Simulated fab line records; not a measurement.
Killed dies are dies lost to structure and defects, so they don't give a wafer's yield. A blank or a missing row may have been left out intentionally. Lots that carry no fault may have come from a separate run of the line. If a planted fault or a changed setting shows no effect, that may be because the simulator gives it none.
fab line records	flow gf180mcu
[record] lots = 12	wafers = 36	lastDay = 34
route steps=602 shown V3@452 V4@493 MIM@507
lots that met no fault: taken from a fault-free run of the same line
startH: start of the lot's first displayed wafer, in hours after the record's first day	waitH: hours from the lot's prior step to this one	" identical to the entry in the row above	L1.1+2: one row covering several wafers at once	- either no value or no given start	* or withheld: withheld	< > ~ a bound
route shown NAME@n: NAME is a module with steps in the file, n the number in the route of the first one	usual: mean and standard deviation over wafers with no fault	same: alike in all rows	chamber/n: place in a boat	sites: per-site readings	_std_site: the standard deviation of these	_edge_site: the outer-site mean with the inner-site mean subtracted	radiusMm: how far each site lies from the wafer's centre	mask NAME#n: copy n	behind: the tool/chamber that last shaped the wafer	hold: cause of the lot's hold/its duration in hours/its outcome	device: transistor that didn't switch, given as n, p or np	end of line: tests of these same wafers at the route's end	a step without rows: its recipe alone	killed: the dies lost at the first sort to structure and to defects; this is not the yield of the wafer	map: the dies of a wafer, with x for killed, . for not killed, _ for no die there
set.NAME: setting as actually run; set.NAME@STEP: the setting as run at that earlier step	model.NAME: the simulator's own value behind a step, which no gauge read
a sample of lots followed through the steps of the route, with each step as a table and each wafer as a row
services: the hour from which a tool's chamber was out of use, counted from the record's first day as startH (under 0 if before that day), plus the number of hours and why
[[steps]]
[step GF_V3_CVD_23]
[recipe] material = W	targetThkNm = 350	timeS = 104.9	tempC = 400	pressureTorr = 40
[usual] heaterPowerW = 815/79
lot.wafer	tool	chamber	startH	waitH	heaterPowerW
L944.2	cvdW-02	0	514.74	0.0	774
L944.5	"	1	"	"	918
L944.6	"	0	"	"	785
L945.1	cvdW-01	1	526.42	0.0	863
L945.2	"	0	"	"	713
L945.4	"	1	"	"	870
L946.1	cvdW-01	1	531.77	0.0	868
L946.3	"	0	"	"	698
L946.6	"	0	"	"	696
L948.1	cvdW-01	1	551.15	0.0	866
L948.3	"	1	"	"	852
L948.4	"	0	"	"	708
L949.2	cvdW-01	0	566.22	0.0	697
L949.4	"	0	"	"	712
L949.6	"	1	"	"	891
L950.1	cvdW-01	0	579.21	0.0	703
L950.2	"	1	"	"	866
L950.6	"	1	"	"	870
L953.1	cvdW-02	1	600.44	0.1	912
L953.4	"	0	"	"	753
L953.6	"	0	"	"	784
L954.2	cvdW-02	0	608.95	0.0	794
L954.3	"	1	"	"	916
L954.4	"	0	"	"	785
L955.1	cvdW-02	1	617.41	0.0	909
L955.5	"	1	"	"	903
L955.6	"	0	"	"	756
L956.1	cvdW-01	1	624.96	0.0	876
L956.5	"	1	"	"	861
L956.6	"	0	"	"	721
L966.2	cvdW-02	1	684.93	0.0	927
L966.3	"	1	"	"	930
L966.6	"	0	"	"	762
L965.3	cvdW-02	0	691.31	0.1	810
L965.4	"	1	"	"	914
L965.5	"	0	"	"	775
[step GF_V3_RS_MEAS_24]
[recipe] thkMeasGauge = four-point-probe	reads = W_of_V3_CVD_23+TiN_of_V3_SPUTTER_22+Ti_of_V3_SPUTTER_21
[usual] V3_W_RS = 0.329/0.0038
lot.wafer	tool	chamber	startH	waitH	V3_W_RS[ohm/sq]
L944.2	filmMetro-04	-	514.87	0.1	0.328
L944.5	"	-	"	"	0.331
L944.6	"	-	"	"	0.324
L945.1	filmMetro-01	-	526.53	0.1	0.331
L945.2	"	-	"	"	0.332
L945.4	"	-	"	"	0.330
L946.1	filmMetro-01	-	531.88	0.1	0.333
L946.3	"	-	"	"	0.331
L946.6	"	-	"	"	0.329
L948.1	filmMetro-01	-	551.27	0.1	0.326
L948.3	"	-	"	"	0.328
L948.4	"	-	"	"	0.327
L949.2	filmMetro-01	-	566.35	0.1	0.338
L949.4	"	-	"	"	0.332
L949.6	"	-	"	"	0.330
L950.1	filmMetro-04	-	579.32	0.1	0.326
L950.2	"	-	"	"	0.323
L950.6	"	-	"	"	0.328
L953.1	filmMetro-01	-	600.55	0.1	0.332
L953.4	"	-	"	"	0.333
L953.6	"	-	"	"	0.331
L954.2	filmMetro-02	-	609.09	0.1	0.327
L954.3	"	-	"	"	0.327
L954.4	"	-	"	"	0.327
L955.1	filmMetro-02	-	617.52	0.1	0.324
L955.5	"	-	"	"	0.330
L955.6	"	-	"	"	0.326
L956.1	filmMetro-04	-	625.07	0.1	0.329
L956.5	"	-	"	"	0.332
L956.6	"	-	"	"	0.334
L966.2	filmMetro-01	-	685.06	0.1	0.376
L966.3	"	-	"	"	0.381
L966.6	"	-	"	"	0.327
L965.3	filmMetro-04	-	691.42	0.1	0.327
L965.4	"	-	"	"	0.374
L965.5	"	-	"	"	0.321
[step GF_V3_THK_MEAS_25]
[recipe] thkMeasGauge = xrf	reads = W_of_V3_CVD_23
[usual] V3_W_THK = 345/5.1
lot.wafer	tool	chamber	startH	waitH	V3_W_THK[nm]
L944.2	filmMetro-04	-	514.98	0.1	345
L944.5	"	-	"	"	343
L944.6	"	-	"	"	351
L945.1	filmMetro-01	-	526.65	0.1	341
L945.2	"	-	"	"	336
L945.4	"	-	"	"	341
L946.1	filmMetro-01	-	532.00	0.1	336
L946.3	"	-	"	"	339
L946.6	"	-	"	"	340
L948.1	filmMetro-01	-	551.39	0.1	343
L948.3	"	-	"	"	340
L948.4	"	-	"	"	341
L949.2	filmMetro-01	-	566.46	0.1	336
L949.4	"	-	"	"	340
L949.6	"	-	"	"	343
L950.1	filmMetro-04	-	579.44	0.1	353
L950.2	"	-	"	"	352
L950.6	"	-	"	"	347
L953.1	filmMetro-01	-	600.67	0.1	338
L953.4	"	-	"	"	338
L953.6	"	-	"	"	341
L954.2	filmMetro-02	-	609.20	0.1	349
L954.3	"	-	"	"	350
L954.4	"	-	"	"	349
L955.1	filmMetro-02	-	617.64	0.1	353
L955.5	"	-	"	"	348
L955.6	"	-	"	"	352
L956.1	filmMetro-04	-	625.19	0.1	347
L956.5	"	-	"	"	341
L956.6	"	-	"	"	340
L966.2	filmMetro-01	-	685.17	0.1	305
L966.3	"	-	"	"	301
L966.6	"	-	"	"	343
L965.3	filmMetro-04	-	691.52	0.1	347
L965.4	"	-	"	"	311
L965.5	"	-	"	"	351
[step GF_V4_ETCH_17]
[recipe] chemistry = C4F8/O2/Ar	maskMaterial = KrF	target = SiO2	stopOn = TiN	sourceW = 1500	biasW = 1200	pressureMtorr = 40	c4f8FlowSccm = withheld	O2_flow_sccm = 6	Ar_flow_sccm = 300	timeS = withheld	targetDepthA = 6300
[usual] oesProductAu = 0.856/0.0046
lot.wafer	tool	chamber	startH	waitH	oesProductAu
L944.2	rieDiel-01	1	-	-	0.862
L944.5	"	2	"	"	0.860
L944.6	"	1	"	"	0.857
L945.1	rieDiel-02	3	-	-	0.863
L945.2	"	0	"	"	0.859
L945.4	"	1	"	"	0.858
L946.1	rieDiel-01	2	-	-	0.849
L946.3	"	0	"	"	0.852
L946.6	"	0	"	"	0.855
L948.1	rieDiel-02	0	-	-	0.855
L948.3	"	3	"	"	0.859
L948.4	"	1	"	"	0.858
L949.2	rieDiel-02	0	-	-	0.859
L949.4	"	1	"	"	0.853
L949.6	"	3	"	"	0.854
L950.1	rieDiel-01	0	-	-	0.866
L950.2	"	3	"	"	0.855
L950.6	"	0	"	"	0.859
L953.1	rieDiel-01	2	-	-	0.860
L953.4	"	3	"	"	0.855
L953.6	"	2	"	"	0.852
L954.2	rieDiel-02	2	-	-	0.864
L954.3	"	3	"	"	0.858
L954.4	"	1	"	"	0.852
L955.1	rieDiel-02	1	-	-	0.859
L955.5	"	0	"	"	0.853
L955.6	"	3	"	"	0.855
L956.1	rieDiel-02	0	-	-	0.857
L956.5	"	3	"	"	0.861
L956.6	"	2	"	"	0.854
L966.2	rieDiel-02	1	-	-	0.861
L966.3	"	3	"	"	0.846
L966.6	"	3	"	"	0.851
L965.3	rieDiel-02	3	-	-	0.867
L965.4	"	1	"	"	0.853
L965.5	"	0	"	"	0.846
[step GF_V4_CVD_23]
[recipe] material = W	targetThkNm = 350	timeS = 104.9	tempC = 400	pressureTorr = 40
[usual] heaterPowerW = 808/79
lot.wafer	tool	chamber	startH	waitH	heaterPowerW
L944.2	cvdW-02	1	562.16	0.0	925
L944.5	"	1	"	"	911
L944.6	"	0	"	"	776
L945.1	cvdW-01	1	573.83	0.0	856
L945.2	"	0	"	"	708
L945.4	"	0	"	"	708
L946.1	cvdW-01	1	580.47	0.0	858
L946.3	"	0	"	"	704
L946.6	"	0	"	"	725
L948.1	cvdW-02	1	597.93	0.0	931
L948.3	"	1	"	"	919
L948.4	"	0	"	"	773
L949.2	cvdW-02	1	611.29	0.0	914
L949.4	"	1	"	"	926
L949.6	"	0	"	"	768
L950.1	cvdW-01	0	624.19	0.0	705
L950.2	"	1	"	"	869
L950.6	"	0	"	"	731
L953.1	cvdW-01	0	644.19	0.0	699
L953.4	"	1	"	"	876
L953.6	"	1	"	"	880
L954.2	cvdW-02	0	652.60	0.0	771
L954.3	"	0	"	"	771
L954.4	"	1	"	"	902
L955.1	cvdW-01	1	659.20	0.0	861
L955.5	"	1	"	"	852
L955.6	"	0	"	"	718
L956.1	cvdW-01	0	668.11	0.0	712
L956.5	"	1	"	"	881
L956.6	"	0	"	"	730
L966.2	cvdW-01	0	724.55	0.0	709
L966.3	"	0	"	"	709
L966.6	"	1	"	"	864
L965.3	cvdW-01	1	729.26	0.1	860
L965.4	"	0	"	"	709
L965.5	"	1	"	"	862
[step GF_MIM_SPUTTER_04]
[recipe] material = TiN	targetThkNm = 50	powerW = 6500	timeS = 41.7	chamberPressurePa = 0.4
[usual] throttleValvePct = 30.1/0.96
lot.wafer	tool	chamber	startH	waitH	throttleValvePct
L944.2	pvdSputter-04	-	562.93	0.0	32.0
L944.5	"	-	"	"	29.5
L944.6	"	-	"	"	31.6
L945.1	pvdSputter-04	-	574.63	0.0	30.6
L945.2	"	-	"	"	32.0
L945.4	"	-	"	"	30.0
L946.1	pvdSputter-03	-	581.24	0.0	29.0
L946.3	"	-	"	"	28.0
L946.6	"	-	"	"	31.0
L948.1	pvdSputter-04	-	598.70	0.0	31.6
L948.3	"	-	"	"	29.5
L948.4	"	-	"	"	30.7
L949.2	pvdSputter-04	-	612.07	0.0	30.8
L949.4	"	-	"	"	29.9
L949.6	"	-	"	"	29.8
L950.1	pvdSputter-01	-	624.97	0.0	30.4
L950.2	"	-	"	"	29.4
L950.6	"	-	"	"	30.4
L953.1	pvdSputter-03	-	644.96	0.0	31.2
L953.4	"	-	"	"	30.8
L953.6	"	-	"	"	28.2
L954.2	pvdSputter-01	-	653.38	0.0	30.7
L954.3	"	-	"	"	30.1
L954.4	"	-	"	"	30.3
L955.1	pvdSputter-01	-	659.98	0.0	30.5
L955.5	"	-	"	"	29.6
L955.6	"	-	"	"	30.0
L956.1	pvdSputter-01	-	668.88	0.0	30.2
L956.5	"	-	"	"	29.4
L956.6	"	-	"	"	30.6
L966.2	pvdSputter-04	-	725.32	0.0	31.6
L966.3	"	-	"	"	30.3
L966.6	"	-	"	"	30.7
L965.3	pvdSputter-04	-	729.99	0.0	30.7
L965.4	"	-	"	"	29.4
L965.5	"	-	"	"	30.7
[[services]]
tool	chamber	startH	hours	kind
rieDiel-02	2	507.70	6.3	repair
pvdSputter-01	-	532.03	4.8	repair
rieDiel-02	3	544.64	2.4	repair
rieDiel-01	3	556.47	12.6	repair
cvdW-02	-	565.01	28.1	pm
pvdSputter-04	3	584.86	-	consumableReplace:kit
pvdSputter-04	3	584.86	18.0	scheduledDown
pvdSputter-04	3	584.86	18.0	ventCycle
pvdSputter-03	-	591.17	5.0	repair
cvdW-01	-	593.11	14.6	pm
rieDiel-01	1	666.85	-	clean
rieDiel-01	1	666.85	15.8	scheduledDown
rieDiel-01	1	666.85	15.8	ventCycle
cvdW-01	-	687.67	1.8	repair
rieDiel-01	2	689.19	13.5	repair
cvdW-02	1	694.29	2.2	repair
pvdSputter-01	-	703.84	0.8	repair
pvdSputter-04	2	705.07	-	consumableReplace:kit
pvdSputter-04	2	705.07	18.0	scheduledDown
pvdSputter-04	2	705.07	18.0	ventCycle
rieDiel-02	1	709.25	7.3	repair
cvdW-02	-	716.28	1.0	repair
pvdSputter-03	-	720.87	1.7	repair
rieDiel-01	1	724.27	13.3	repair
[[key]]
[firstSign] step = GF_V3_RS_MEAS_24	reading = V3_W_RS	direction = up	sigmas = 13	usual = 0.329	struck = 0.377
[effect] step = GF_V3_THK_MEAS_25	reading = V3_W_THK	direction = down	sigmas = 7.7	usual = 345	struck = 306
metAt GF_V3_CVD_23
struckLots L965,L966
struckWafers L965.4,L966.2,L966.3
notActingAt GF_V4_ETCH_17,GF_V4_CVD_23,GF_MIM_SPUTTER_04
onsetBetween 617.41 684.93
[fault] kind = siteProfileDrift	tool = cvdW-02	chamber = 1	onsetH = 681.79	steps = GF_V3_CVD_23	basis = fraction	maxAbsDrift = 0.24062	slopeSharePerHr = 53.47	sitePattern = 0,0,0,0,0,-1,-1,-1,-1
